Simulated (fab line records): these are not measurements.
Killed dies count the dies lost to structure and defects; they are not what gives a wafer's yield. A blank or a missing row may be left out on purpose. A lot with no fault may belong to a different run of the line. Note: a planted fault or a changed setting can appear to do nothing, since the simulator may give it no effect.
fab line records	flow sfqLine
record lots=5	wafers=23
route steps=325 shown R5@221 C5@247 M6@255 I6@273 M7@282 I7@301 M8@313
startH: hours from the record's opening day to when the first of the lot's shown wafers began	waitH: hours elapsed since this lot's preceding step	" same as the row above	L1.1+2: several wafers, shown together as one row	- no value present, or no start provided	* or withheld: withheld	< > ~ a bound
route shown NAME@n: NAME is a module with steps in the file, n the number in the route of the first one	usual: mean/standard deviation of fault-free wafers	same: alike in all rows	chamber/n: place in a boat	sites: each site's reading	_std_site: the standard deviation of these	_edge_site: inner sites' mean taken away from outer sites' mean	radiusMm: how far each site lies from the wafer's centre	mask NAME#n: copy n	behind: the most recent tool/chamber to have shaped the wafer	hold: why the lot was held/for how many hours/how that ended	device: transistor that didn't switch, given as n, p or np	end of line: the tests these same wafers got at the end of their route	a step without rows: its recipe alone	killed: not the wafer's yield, but the dies lost to structure and defects at the first sort	map: shows each die of a wafer: x if killed, . if not, _ if none is there
set.NAME: the run value of the setting; set.NAME@STEP: its run value at that earlier step	model.NAME: the simulator's own value behind a step, which no gauge read
lots whose settings were changed on purpose; a table a step, a row a wafer
## steps
# step SFQ_TRILAYER_R5_LITHO_PEB_139
# recipe pebTempC=115	pebTimeS=60	resist=KrF
lot.wafer	tool	chamber	startH	waitH	set.pebTimeS
L074.1+5+6	lithoTrack-01	0	1501.55	1.0	60
L074.2+4	"	0	"	"	68.08
L078.1+3+4	lithoTrack-03	0	1520.85	1.0	60
L081.1+2	lithoTrack-01	0	1555.06	1.0	60
L081.3+4+5	"	0	"	"	53.87
L083.1+4	lithoTrack-03	0	1564.42	1.0	67.54
L083.3+5+6	"	0	"	"	60
L082.1+2+3+4+6	lithoTrack-01	0	1568.02	1.0	60
# step SFQ_TRILAYER_R5_LITHO_DEVELOP_138
# recipe timeS=60	resist=KrF
# step SFQ_TRILAYER_R5_BARC_OPEN_METAL_ETCH_177
# recipe maskMaterial=PR	chemistry=O2	targetDepthNm=125	target=BARC	icpW=600	biasW=80	pressureMtorr=10	timeS=41.7
lot.wafer	tool	chamber	startH	waitH	set.pebTimeS@TRILAYER_R5_LITHO_PEB_139	model.R5.cdNm
L074.1	rieMetal-04	0	1501.89	0.0	60	498.6
L074.2	"	1	"	"	68.08	482.1
L074.4	"	0	"	"	68.08	482.4
L074.5	"	1	"	"	60	499.4
L074.6	"	0	"	"	60	499.8
L078.1	rieMetal-04	0	1521.19	0.0	60	498.2
L078.3	"	0	"	"	60	499.7
L078.4	"	1	"	"	60	500.1
L081.1	rieMetal-01	1	1555.40	0.0	60	498.8
L081.2	"	0	"	"	60	497.9
L081.3	"	0	"	"	53.87	514
L081.4	"	1	"	"	53.87	514.3
L081.5	"	0	"	"	53.87	515.2
L083.1	rieMetal-04	0	1564.76	0.0	67.54	484
L083.3	"	0	"	"	60	500
L083.4	"	1	"	"	67.54	483.7
L083.5	"	0	"	"	60	499.6
L083.6	"	1	"	"	60	499.4
L082.1	rieMetal-01	0	1568.36	0.0	60	498.8
L082.2	"	1	"	"	60	497
L082.3	"	0	"	"	60	497.4
L082.4	"	1	"	"	60	498.5
L082.6	"	0	"	"	60	497.6
# step SFQ_TRILAYER_C5_BARC_OPEN_VIA_ETCH_210
# recipe maskMaterial=PR	chemistry=O2	targetDepthNm=125	target=BARC	sourceW=500	biasW=80	pressureMtorr=30	timeS=41.7
lot.wafer	tool	chamber	startH	waitH	set.timeS	model.KrF_of_TRILAYER_C5_LITHO_COAT_151.thkNm
L074.1+2	rieDiel-02	0,1	1517.59	0.0	38.92	572.2
L074.4	"	3	"	"	41.7	568.8
L074.5	"	2	"	"	41.7	568
L074.6	"	3	"	"	38.92	570.7
L078.1	rieDiel-04	1	1544.60	0.0	41.7	572.7
L078.3	"	0	"	"	41.7	572
L078.4	"	3	"	"	41.7	572.6
L081.1	rieDiel-02	1	1589.96	0.0	46.21	562.7
L081.2	"	0	"	"	41.7	568.7
L081.3	"	2	"	"	41.7	568.3
L081.4	"	3	"	"	41.7	568
L081.5	"	3	"	"	46.21	562.9
L083.1	rieDiel-04	2	1597.16	0.0	40.07	570.9
L083.3	"	1	"	"	41.7	567.4
L083.4	"	2	"	"	40.07	572.3
L083.5	"	3	"	"	41.7	569.2
L083.6	"	1	"	"	40.07	571.3
L082.1	rieDiel-02	0	1601.51	0.0	41.7	571.8
L082.2+4	"	1,2	"	"	37.79	576
L082.3	"	3	"	"	41.7	573.1
L082.6	"	0	"	"	37.79	576.9
# step SFQ_TRILAYER_M6_LITHO_COAT_164
# recipe resist=BARC	spinRpm=3000	resistThkNm=62
lot.wafer	tool	chamber	startH	waitH	set.spinRpm	model.BARC_of_TRILAYER_M6_LITHO_COAT_164.thkNm
L074.1	lithoTrack-03	0	1518.76	0.1	3000	62.1
L074.2	"	0	"	"	3221	59.95
L074.4	"	0	"	"	3221	60.02
L074.5	"	0	"	"	3000	62.12
L074.6	"	0	"	"	3221	59.94
L078.1	lithoTrack-03	0	1545.76	0.1	3000	62.07
L078.3	"	0	"	"	3000	62.25
L078.4	"	0	"	"	3000	62.13
L081.1+4	lithoTrack-03	0	1591.12	0.1	3123	60.87
L081.2	"	0	"	"	3000	62.21
L081.3	"	0	"	"	3123	60.9
L081.5	"	0	"	"	3000	62.07
L083.1	lithoTrack-03	0	1598.32	0.1	3000	62.18
L083.3	"	0	"	"	3000	62.01
L083.4	"	0	"	"	3000	62.24
L083.5	"	0	"	"	3000	62
L083.6	"	0	"	"	3000	61.98
L082.1	lithoTrack-04	0	1602.67	0.1	3000	62.22
L082.2	"	0	"	"	3000	62.24
L082.3+4+6	"	0	"	"	3000	62.18
# step SFQ_TRILAYER_M6_LITHO_PEB_162
# recipe pebTempC=115	pebTimeS=60	resist=KrF
lot.wafer	tool	chamber	startH	waitH	set.pebTempC
L074.1+2	lithoTrack-03	0	1526.85	1.0	118.4
L074.4+5+6	"	0	"	"	115
L078.1+3+4	lithoTrack-03	0	1558.46	1.0	115
L081.1+2+4	lithoTrack-01	0	1611.97	1.0	115
L081.3+5	"	0	"	"	117.7
L083.1+6	lithoTrack-01	0	1619.17	1.0	115
L083.3+4+5	"	0	"	"	118.2
L082.1+6	lithoTrack-01	0	1621.57	1.0	116.5
L082.2+3+4	"	0	"	"	115
# step SFQ_TRILAYER_M6_LITHO_DEVELOP_161
# recipe timeS=60	resist=KrF
# step SFQ_TRILAYER_M6_BARC_OPEN_METAL_ETCH_206
# recipe maskMaterial=PR	chemistry=O2	targetDepthNm=125	target=BARC	icpW=600	biasW=80	pressureMtorr=10	timeS=41.7
lot.wafer	tool	chamber	startH	waitH	set.pebTempC@TRILAYER_M6_LITHO_PEB_162	model.M6.cdNm
L074.1	rieMetal-02	0	1527.19	0.0	118.4	446.3
L074.2	"	1	"	"	118.4	447.1
L074.4	"	0	"	"	115	500.2
L074.5	"	0	"	"	115	500.4
L074.6	"	1	"	"	115	501.2
L078.1	rieMetal-02	1	1558.80	0.0	115	501.9
L078.3	"	1	"	"	115	502.4
L078.4	"	0	"	"	115	500.9
L081.1	rieMetal-02	0	1612.31	0.0	115	499.3
L081.2	"	1	"	"	115	500.2
L081.3	"	0	"	"	117.7	455.8
L081.4	"	1	"	"	115	499.6
L081.5	"	1	"	"	117.7	455.6
L083.1	rieMetal-03	0	1619.51	0.0	115	499.8
L083.3+5	"	1	"	"	118.2	447.6
L083.4	"	0	"	"	118.2	448.8
L083.6	"	0	"	"	115	499.7
L082.1	rieMetal-02	1	1621.91	0.0	116.5	475.1
L082.2+4	"	0,1	"	"	115	501.3
L082.3	"	0	"	"	115	500.7
L082.6	"	0	"	"	116.5	474.8
# step SFQ_TRILAYER_I6_VIA_LITHO_EXPOSE_170
# recipe maskId=I6	na=0.6	sourceShape=conventional	sigmaOuter=0.65	targetCdNm=700	doseMj=21.3
lot.wafer	tool	chamber	startH	waitH	mask	set.doseMj
L074.1+5+6	krfScanner-02	0	1640.59	-	I6#0	22.36
L074.2+4	"	0	"	"	I6#0	21.3
L078.1+3+4	krfScanner-02	0	1683.79	-	I6#0	21.3
L081.1+2+3+4+5	krfScanner-02	0	1726.34	-	I6#0	21.3
L083.1+3+4+5+6	krfScanner-02	0	-	-	I6#0	21.3
L082.1+3+6	krfScanner-02	0	1738.34	-	I6#0	21.3
L082.2+4	"	0	"	"	I6#0	20.6
# step SFQ_TRILAYER_I6_VIA_LITHO_PEB_172
# recipe pebTempC=115	pebTimeS=60	resist=KrF
# step SFQ_TRILAYER_I6_VIA_LITHO_DEVELOP_171
# recipe timeS=60	resist=KrF
# step SFQ_TRILAYER_I6_VIA_BARC_OPEN_VIA_ETCH_235
# recipe maskMaterial=PR	chemistry=O2	targetDepthNm=125	target=BARC	sourceW=500	biasW=80	pressureMtorr=30	timeS=41.7
lot.wafer	tool	chamber	startH	waitH	set.doseMj@TRILAYER_I6_VIA_LITHO_EXPOSE_170	model.I6.cdNm
L074.1	rieDiel-04	1	1642.12	0.0	22.36	707.7
L074.2	"	0	"	"	21.3	702.2
L074.4	"	3	"	"	21.3	699.7
L074.5	"	2	"	"	22.36	706.3
L074.6	"	3	"	"	22.36	707
L078.1+4	rieDiel-01	1	1685.32	0.0	21.3	699.5
L078.3	"	3	"	"	21.3	698.8
L081.1	rieDiel-04	3	1727.87	0.0	21.3	698.9
L081.2	"	1	"	"	21.3	699.2
L081.3	"	2	"	"	21.3	699.5
L081.4	"	0	"	"	21.3	701
L081.5	"	3	"	"	21.3	698.3
L083.1	rieDiel-04	0	1735.20	0.0	21.3	702.5
L083.3	"	2	"	"	21.3	701.4
L083.4	"	2	"	"	21.3	701.5
L083.5	"	1	"	"	21.3	701.9
L083.6	"	0	"	"	21.3	702.6
L082.1	rieDiel-01	0	1739.87	0.0	21.3	697.9
L082.2	"	1	"	"	20.6	693.5
L082.3	"	3	"	"	21.3	698.3
L082.4	"	2	"	"	20.6	693.8
L082.6	"	3	"	"	21.3	698.1
# step SFQ_TRILAYER_I6_VIA_ETCH_VIA_ETCH_172
# recipe target=SiO2	stopOn=Nb	maskMaterial=PR	taperDeg=20	chemistry=CHF3	targetDepthNm=260	sourceW=500	biasW=80	pressureMtorr=30	timeS=withheld
lot.wafer	tool	chamber	startH	waitH	set.biasW	set.doseMj@TRILAYER_I6_VIA_LITHO_EXPOSE_170	model.I6.cdNm
L074.1	rieDiel-04	1	1642.16	0.0	80	22.36	708.3
L074.2	"	0	"	"	80	21.3	702.4
L074.4	"	3	"	"	80	21.3	698.9
L074.5	"	2	"	"	87.35	22.36	707
L074.6	"	3	"	"	87.35	22.36	706.8
L078.1	rieDiel-01	1	1685.36	0.0	80	21.3	699.8
L078.3	"	3	"	"	80	21.3	698.1
L078.4	"	1	"	"	80	21.3	699.7
L081.1	rieDiel-04	3	1727.91	0.0	80	21.3	700.2
L081.2	"	1	"	"	70.63	21.3	700
L081.3	"	2	"	"	80	21.3	700.7
L081.4	"	0	"	"	70.63	21.3	700.4
L081.5	"	3	"	"	80	21.3	698.6
L083.1	rieDiel-04	0	1735.24	0.0	75.84	21.3	701.3
L083.3	"	2	"	"	80	21.3	701.3
L083.4	"	2	"	"	75.84	21.3	703.4
L083.5	"	1	"	"	75.84	21.3	702.5
L083.6	"	0	"	"	80	21.3	701.6
L082.1	rieDiel-01	0	1739.91	0.0	80	21.3	696.8
L082.2	"	1	"	"	80	20.6	693
L082.3	"	3	"	"	86.9	21.3	697.4
L082.4	"	2	"	"	86.9	20.6	691.4
L082.6	"	3	"	"	80	21.3	698.1
# step SFQ_TRILAYER_M7_DEP_SPUTTER_175
# recipe material=Nb	basePressurePa=1.33e-06	chamberPressurePa=0.1333	substrateTempC=20	targetThkNm=200	powerW=2000	timeS=133.3
lot.wafer	tool	chamber	startH	waitH	set.powerW	model.Nb_of_TRILAYER_M7_DEP_SPUTTER_175.thkNm
L074.1	pvdSputter-03	-	1643.08	0.0	2000	201
L074.2	"	-	"	"	2000	201.3
L074.4+5	"	-	"	"	2128	212.4
L074.6	"	-	"	"	2000	200
L078.1	pvdSputter-05	-	1686.28	0.0	2000	201.8
L078.3	"	-	"	"	2000	200.5
L078.4	"	-	"	"	2000	201.7
L081.1	pvdSputter-05	-	1728.83	0.0	2000	200.5
L081.2	"	-	"	"	2000	199
L081.3	"	-	"	"	2000	201.8
L081.4	"	-	"	"	2000	201.3
L081.5	"	-	"	"	2000	200.3
L083.1	pvdSputter-03	-	1736.16	0.0	2000	202.1
L083.3	"	-	"	"	2095	209.2
L083.4	"	-	"	"	2095	211.6
L083.5	"	-	"	"	2000	201.9
L083.6	"	-	"	"	2095	209.6
L082.1	pvdSputter-05	-	1740.83	0.0	2000	202.8
L082.2	"	-	"	"	2000	200.8
L082.3	"	-	"	"	1789	179.7
L082.4	"	-	"	"	2000	202.7
L082.6	"	-	"	"	1789	180.3
# step SFQ_M7_RS_MEAS_943
# recipe thkMeasGauge=four-point-probe	reads=Nb_of_TRILAYER_M7_DEP_SPUTTER_175
# usual M7_NB_RS=0.889/0.0066
lot.wafer	tool	chamber	startH	waitH	set.powerW@TRILAYER_M7_DEP_SPUTTER_175	M7_NB_RS[ohm/sq]
L074.1	filmMetro-01	-	1643.17	0.0	2000	0.887
L074.2	"	-	"	"	2000	0.884
L074.4	"	-	"	"	2128	0.837
L074.5	"	-	"	"	2128	0.839
L074.6	"	-	"	"	2000	0.890
L078.1	filmMetro-01	-	1686.37	0.0	2000	0.884
L078.3	"	-	"	"	2000	0.889
L078.4	"	-	"	"	2000	0.883
L081.1	filmMetro-01	-	1728.92	0.0	2000	0.888
L081.2	"	-	"	"	2000	0.896
L081.3	"	-	"	"	2000	0.882
L081.4	"	-	"	"	2000	0.884
L081.5	"	-	"	"	2000	0.891
L083.1	filmMetro-04	-	1736.25	0.0	2000	0.880
L083.3	"	-	"	"	2095	0.850
L083.4	"	-	"	"	2095	0.840
L083.5	"	-	"	"	2000	0.880
L083.6	"	-	"	"	2095	0.849
L082.1	filmMetro-01	-	1740.92	0.0	2000	0.879
L082.2	"	-	"	"	2000	0.887
L082.3	"	-	"	"	1789	0.994
L082.4	"	-	"	"	2000	0.879
L082.6	"	-	"	"	1789	0.989
# step SFQ_TRILAYER_M7_LITHO_COAT_177
# recipe resist=KrF	spinRpm=3000	resistThkNm=600
lot.wafer	tool	chamber	startH	waitH	set.resistThkNm	model.KrF_of_TRILAYER_M7_LITHO_COAT_177.thkNm
L074.1	lithoTrack-02	0	1643.77	0.2	600	600.4
L074.2	"	0	"	"	625.8	626.3
L074.4+5	"	0	"	"	600	-
L074.6	"	0	"	"	625.8	626.6
L078.1	lithoTrack-04	0	1686.85	0.2	600	598.4
L078.3	"	0	"	"	600	600.2
L078.4	"	0	"	"	600	599.5
L081.1	lithoTrack-01	0	1729.47	0.2	600	600.2
L081.2	"	0	"	"	615.6	615.8
L081.3	"	0	"	"	615.6	615.9
L081.4	"	0	"	"	600	598.7
L081.5	"	0	"	"	600	601
L083.1	lithoTrack-01	0	1736.73	0.2	632.2	633.2
L083.3	"	0	"	"	632.2	632.7
L083.4	"	0	"	"	600	601.2
L083.5	"	0	"	"	600	600.2
L083.6	"	0	"	"	632.2	633
L082.1	lithoTrack-01	0	1741.40	0.2	600	599.1
L082.2	"	0	"	"	600	597.8
L082.3	"	0	"	"	600	-
L082.4	"	0	"	"	584.6	582.5
L082.6	"	0	"	"	584.6	-
# step SFQ_TRILAYER_M7_BARC_OPEN_METAL_ETCH_229
# recipe maskMaterial=PR	chemistry=O2	targetDepthNm=125	target=BARC	icpW=600	biasW=80	pressureMtorr=10	timeS=41.7
lot.wafer	tool	chamber	startH	waitH	set.biasW
L074.1+2+4+5+6	rieMetal-03	1	1723.07	0.0	80
L078.1+3+4	rieMetal-02	0,1,0	1769.87	0.0	80
L081.1+2+3	rieMetal-01	1,0,1	1811.97	0.0	85.81
L081.4+5	"	0	"	"	80
L083.1+3+4	rieMetal-03	0,1,0	1822.77	0.0	80
L083.5+6	"	1,0	"	"	77.18
L082.1+4+6	rieMetal-03	0,0,1	1828.77	0.0	85.15
L082.2+3	"	1	"	"	80
# step SFQ_TRILAYER_M7_ETCH_METAL_ETCH_180
# recipe target=Nb	stopOn=SiO2	maskMaterial=PR	chemistry=Cl2/Ar	targetDepthNm=240	icpW=600	biasW=80	pressureMtorr=10	timeS=120
# usual oesProductAu=0.895/0.0063
lot.wafer	tool	chamber	startH	waitH	set.powerW@TRILAYER_M7_DEP_SPUTTER_175	set.resistThkNm@TRILAYER_M7_LITHO_COAT_177	oesProductAu	model.KrF_of_TRILAYER_M7_LITHO_COAT_177.thkNm
L074.1	rieMetal-03	1	1723.19	0.1	2000	600	0.895	382.3
L074.2	"	1	"	"	2000	625.8	0.900	408.5
L074.4	"	1	"	"	2128	600	0.925	-
L074.5	"	1	"	"	2128	600	0.930	-
L074.6	"	1	"	"	2000	625.8	0.895	407.6
L078.1	rieMetal-02	0	1769.93	0.0	2000	600	0.902	379.3
L078.3	"	1	"	"	2000	600	0.885	383.1
L078.4	"	0	"	"	2000	600	0.900	380.5
L081.1	rieMetal-01	1	1812.03	0.0	2000	600	0.886	381.3
L081.2	"	0	"	"	2000	615.6	0.892	397.9
L081.3	"	1	"	"	2000	615.6	0.896	396.6
L081.4	"	0	"	"	2000	600	0.896	383.2
L081.5	"	0	"	"	2000	600	0.896	385.1
L083.1	rieMetal-03	0	1822.83	0.0	2000	632.2	0.901	414.8
L083.3	"	1	"	"	2095	632.2	0.914	414.1
L083.4	"	0	"	"	2095	600	0.927	383.1
L083.5	"	1	"	"	2000	600	0.904	382.6
L083.6	"	0	"	"	2095	632.2	0.921	415.7
L082.1	rieMetal-03	0	1828.83	0.0	2000	600	0.911	380.7
L082.2	"	1	"	"	2000	600	0.894	378.1
L082.3	"	1	"	"	1789	600	0.840	-
L082.4	"	0	"	"	2000	584.6	0.905	363.9
L082.6	"	1	"	"	1789	584.6	0.852	-
# step SFQ_TRILAYER_I7_VIA_LITHO_COAT_187
# recipe resist=KrF	spinRpm=3000	resistThkNm=650
lot.wafer	tool	chamber	startH	waitH	set.resistThkNm	model.KrF_of_TRILAYER_I7_VIA_LITHO_COAT_187.thkNm
L074.1	lithoTrack-02	0	1735.66	0.2	650	652.4
L074.2	"	0	"	"	650	649.4
L074.4	"	0	"	"	650	650.7
L074.5	"	0	"	"	650	651.5
L074.6	"	0	"	"	650	651.8
L078.1	lithoTrack-03	0	1775.53	0.2	650	650.8
L078.3	"	0	"	"	650	652.6
L078.4	"	0	"	"	650	651.4
L081.1	lithoTrack-03	0	1818.24	0.2	650	648.7
L081.2	"	0	"	"	650	648.2
L081.3	"	0	"	"	650	647.6
L081.4	"	0	"	"	650	648.3
L081.5	"	0	"	"	650	649.2
L083.1	lithoTrack-04	0	1828.43	0.2	634.1	636.2
L083.3	"	0	"	"	650	651.1
L083.4	"	0	"	"	650	651.8
L083.5	"	0	"	"	634.1	637.8
L083.6	"	0	"	"	634.1	636.1
L082.1	lithoTrack-02	0	1834.45	0.2	650	650
L082.2+6	"	0	"	"	681.9	681.9
L082.3	"	0	"	"	681.9	681.8
L082.4	"	0	"	"	650	649.7
# step SFQ_TRILAYER_M8_LITHO_COAT_193
# recipe resist=KrF	spinRpm=3000	resistThkNm=600
lot.wafer	tool	chamber	startH	waitH	set.resistThkNm	model.KrF_of_TRILAYER_M8_LITHO_COAT_193.thkNm
L074.1	lithoTrack-03	0	-	-	600	598.2
L074.2	"	0	"	"	600	596.7
L074.4	"	0	"	"	600	599.2
L074.5	"	0	"	"	600	598.6
L074.6	"	0	"	"	600	597.7
L078.1	lithoTrack-01	0	-	-	600	597.7
L078.3	"	0	"	"	600	599.9
L078.4	"	0	"	"	600	600.1
L081.1+5	lithoTrack-04	0	-	-	600	598.5
L081.2	"	0	"	"	600	599.4
L081.3	"	0	"	"	600	599.1
L081.4	"	0	"	"	600	600.3
L083.1	lithoTrack-01	0	-	-	600	599.4
L083.3	"	0	"	"	609.4	606.8
L083.4	"	0	"	"	600	595.8
L083.5	"	0	"	"	600	596.7
L083.6	"	0	"	"	609.4	608.1
L082.1+6	lithoTrack-04	0	-	-	576.1	574.4
L082.2	"	0	"	"	576.1	574.6
L082.3	"	0	"	"	600	599.8
L082.4	"	0	"	"	600	599.3
# step SFQ_TRILAYER_M8_DEP_EVAP_198
# recipe material=Pt	angularSpreadDeg=1	targetThkNm=50	timeS=250	powerW=2000
lot.wafer	tool	chamber	startH	waitH	set.timeS	model.Pt_of_TRILAYER_M8_DEP_EVAP_198.thkNm
L074.1	pvdSputter-02	-	1919.67	0.0	250	50.9
L074.2	"	-	"	"	235.7	48.22
L074.4	"	-	"	"	235.7	47.93
L074.5	"	-	"	"	250	51.27
L074.6	"	-	"	"	235.7	48.43
L078.1	pvdSputter-02	-	1964.28	0.0	250	49.73
L078.3	"	-	"	"	250	49.44
L078.4	"	-	"	"	250	50.29
L081.1	pvdSputter-01	-	2011.20	0.0	250	49.72
L081.2	"	-	"	"	271	53.38
L081.3	"	-	"	"	250	49.34
L081.4	"	-	"	"	271	53.39
L081.5	"	-	"	"	271	53.29
L083.1	pvdSputter-02	-	2023.33	0.0	250	50.3
L083.3	"	-	"	"	250	50.17
L083.4	"	-	"	"	250	49.64
L083.5	"	-	"	"	250	49.66
L083.6	"	-	"	"	250	50.01
L082.1	pvdSputter-01	-	2028.13	0.0	250	49.87
L082.2	"	-	"	"	250	49.51
L082.3	"	-	"	"	219.8	43.75
L082.4	"	-	"	"	219.8	43.9
L082.6	"	-	"	"	219.8	43.66
## key
split step=SFQ_TRILAYER_R5_LITHO_PEB_139	setting=pebTimeS	stated=60	by=wafer
response step=SFQ_TRILAYER_R5_BARC_OPEN_METAL_ETCH_177	reading=model.R5.cdNm	change=-1.34	per=1%	r=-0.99
split step=SFQ_TRILAYER_C5_BARC_OPEN_VIA_ETCH_210	setting=timeS	stated=41.7	by=wafer
response step=SFQ_TRILAYER_C5_BARC_OPEN_VIA_ETCH_210	reading=model.KrF_of_TRILAYER_C5_LITHO_COAT_151.thkNm	change=-0.493	per=1%	r=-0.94
split step=SFQ_TRILAYER_M6_LITHO_COAT_164	setting=spinRpm	stated=3000	by=wafer
response step=SFQ_TRILAYER_M6_LITHO_COAT_164	reading=model.BARC_of_TRILAYER_M6_LITHO_COAT_164.thkNm	change=-0.295	per=1%	r=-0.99
split step=SFQ_TRILAYER_M6_LITHO_PEB_162	setting=pebTempC	stated=115	by=wafer
response step=SFQ_TRILAYER_M6_BARC_OPEN_METAL_ETCH_206	reading=model.M6.cdNm	change=-18.6	per=1%	r=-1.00
split step=SFQ_TRILAYER_I6_VIA_LITHO_EXPOSE_170	setting=doseMj	stated=21.3	by=wafer
response step=SFQ_TRILAYER_I6_VIA_BARC_OPEN_VIA_ETCH_235	reading=model.I6.cdNm	change=+1.26	per=1%	r=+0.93
response step=SFQ_TRILAYER_I6_VIA_ETCH_VIA_ETCH_172	reading=model.I6.cdNm	change=+1.43	per=1%	r=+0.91
split step=SFQ_TRILAYER_I6_VIA_ETCH_VIA_ETCH_172	setting=biasW	stated=80	by=wafer
response none clear
split step=SFQ_TRILAYER_M7_DEP_SPUTTER_175	setting=powerW	stated=2000	by=wafer
response step=SFQ_TRILAYER_M7_DEP_SPUTTER_175	reading=model.Nb_of_TRILAYER_M7_DEP_SPUTTER_175.thkNm	change=+1.98	per=1%	r=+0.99
response step=SFQ_M7_RS_MEAS_943	reading=M7_NB_RS	change=-0.00935	per=1%	r=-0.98
response step=SFQ_TRILAYER_M7_ETCH_METAL_ETCH_180	reading=oesProductAu	change=+0.00507	per=1%	r=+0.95
split step=SFQ_TRILAYER_M7_LITHO_COAT_177	setting=resistThkNm	stated=600	by=wafer
response step=SFQ_TRILAYER_M7_LITHO_COAT_177	reading=model.KrF_of_TRILAYER_M7_LITHO_COAT_177.thkNm	change=+6.05	per=1%	r=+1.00
response step=SFQ_TRILAYER_M7_ETCH_METAL_ETCH_180	reading=model.KrF_of_TRILAYER_M7_LITHO_COAT_177.thkNm	change=+5.9	per=1%	r=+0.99
split step=SFQ_TRILAYER_M7_BARC_OPEN_METAL_ETCH_229	setting=biasW	stated=80	by=wafer
response none clear
split step=SFQ_TRILAYER_I7_VIA_LITHO_COAT_187	setting=resistThkNm	stated=650	by=wafer
response step=SFQ_TRILAYER_I7_VIA_LITHO_COAT_187	reading=model.KrF_of_TRILAYER_I7_VIA_LITHO_COAT_187.thkNm	change=+6.43	per=1%	r=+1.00
split step=SFQ_TRILAYER_M8_LITHO_COAT_193	setting=resistThkNm	stated=600	by=wafer
response step=SFQ_TRILAYER_M8_LITHO_COAT_193	reading=model.KrF_of_TRILAYER_M8_LITHO_COAT_193.thkNm	change=+6.32	per=1%	r=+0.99
split step=SFQ_TRILAYER_M8_DEP_EVAP_198	setting=timeS	stated=250	by=wafer
response step=SFQ_TRILAYER_M8_DEP_EVAP_198	reading=model.Pt_of_TRILAYER_M8_DEP_EVAP_198.thkNm	change=+0.482	per=1%	r=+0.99
